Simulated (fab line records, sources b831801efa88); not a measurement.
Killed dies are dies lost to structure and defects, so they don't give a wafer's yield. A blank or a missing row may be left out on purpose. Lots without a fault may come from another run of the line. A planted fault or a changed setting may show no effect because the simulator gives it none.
Which tool did it? | flow gf180mcu | 10 lots, 30 wafers sampled, at 4 steps of a route of 602

WHAT THE GAUGES READ, wafer by wafer
GF_V5_RS_MEAS_24: measures by four-point-probe.
lot  | measured     | on            | V5_W_RS (ohm/sq)
L397 | day 28 15:46 | film_metro-04 | 0.333 0.323 0.335
L398 | day 29 02:43 | film_metro-03 | 0.329 0.323 0.323
L401 | day 29 21:16 | film_metro-04 | 0.323 0.332 0.329
L402 | day 29 23:08 | film_metro-03 | 0.333 0.318 0.332
L405 | day 30 20:56 | film_metro-04 | 0.333 0.331 0.327
L406 | day 30 21:47 | film_metro-03 | 0.330 0.326 0.322
L407 | day 31 10:43 | film_metro-03 | 0.487 0.481 0.481
L408 | day 31 14:47 | film_metro-01 | 0.330 0.321 0.332
L409 | day 31 21:38 | film_metro-04 | 0.490 0.480 0.485
L416 | day 33 11:55 | film_metro-03 | 0.327 0.326 0.329

WHICH TOOL RAN EACH LOT (tool, then ch and the chambers of the sampled wafers, then the start)
lot  | GF_HV_LDD_STRIP_10                   | GF_SALICIDE_SPUTTER_02       | GF_V5_CVD_23
L397 | plasma_asher-03 ch 0,1, day 11 10:41 | pvd_sputter-03, day 16 19:32 | cvd_w-01 ch 0,1, day 28 15:40
L398 | plasma_asher-02 ch 0,1, day 11 19:22 | pvd_sputter-02, day 17 07:21 | cvd_w-01 ch 0,1, day 29 02:37
L401 | plasma_asher-01 ch 0,1, day 12 10:55 | pvd_sputter-03, day 18 00:53 | cvd_w-01 ch 0,1, day 29 21:09
L402 | plasma_asher-02 ch 0,1, day 12 18:20 | pvd_sputter-02, day 18 07:47 | cvd_w-02 ch 0,1, day 29 23:01
L405 | plasma_asher-01 ch 0,1, day 13 15:28 | pvd_sputter-03, day 19 11:29 | cvd_w-01 ch 0,1, day 30 20:48
L406 | plasma_asher-01 ch 0,1, day 13 19:56 | pvd_sputter-03, day 19 13:44 | cvd_w-01 ch 0,1, day 30 21:41
L407 | plasma_asher-01 ch 0,1, day 14 08:49 | pvd_sputter-04, day 20 06:59 | cvd_w-01 ch 0,1, day 31 10:35
L408 | plasma_asher-02 ch 0,1, day 14 12:20 | pvd_sputter-02, day 20 12:17 | cvd_w-02 ch 0,1, day 31 14:41
L409 | plasma_asher-01 ch 0,1, day 14 19:23 | pvd_sputter-03, day 20 20:23 | cvd_w-01 ch 0,1, day 31 21:30
L416 | plasma_asher-02 ch 0,1, day 17 01:29 | pvd_sputter-02, day 23 04:44 | cvd_w-02 ch 0,1, day 33 11:49
- GF_HV_LDD_STRIP_10: strips in O2/N2.
- GF_SALICIDE_SPUTTER_02: material Co, target thk 10 nm, time 20 s.
- GF_V5_CVD_23: deposits W, target thk 350 nm, time 104.9 s.

THE ANSWER, worked out from the rows above alone
Rule: what is usual is taken from the lots themselves. Put in order of their means at a reading, lots are off if they are a third of the lots or fewer, leave a main group of 4 or more, and stand apart from it by a gap of 3 or more times the standard deviation of the main group's means; of several such gaps the widest counts. A main group whose means are all the same, to the digits that the tables above print for the reading, isn't used. A lot without any number at a reading at which 4 lots or more have one is off too. The other lots that the step has rows for count as sound.
Off: L407, L409, at GF_V5_RS_MEAS_24 (V5_W_RS). The main group: mean 0.328 ohm/sq, standard deviation 0.0017.
A tool fits if, at a process step before that reading, it ran every lot that is off, and no sound lot after the first of them. The gauges at GF_V5_RS_MEAS_24 are tried like those tools. Can't be told from this: 2 tools fit, plasma_asher-01 at GF_HV_LDD_STRIP_10, cvd_w-01 at GF_V5_CVD_23.

WHAT THE SIMULATOR HAD PUT IN
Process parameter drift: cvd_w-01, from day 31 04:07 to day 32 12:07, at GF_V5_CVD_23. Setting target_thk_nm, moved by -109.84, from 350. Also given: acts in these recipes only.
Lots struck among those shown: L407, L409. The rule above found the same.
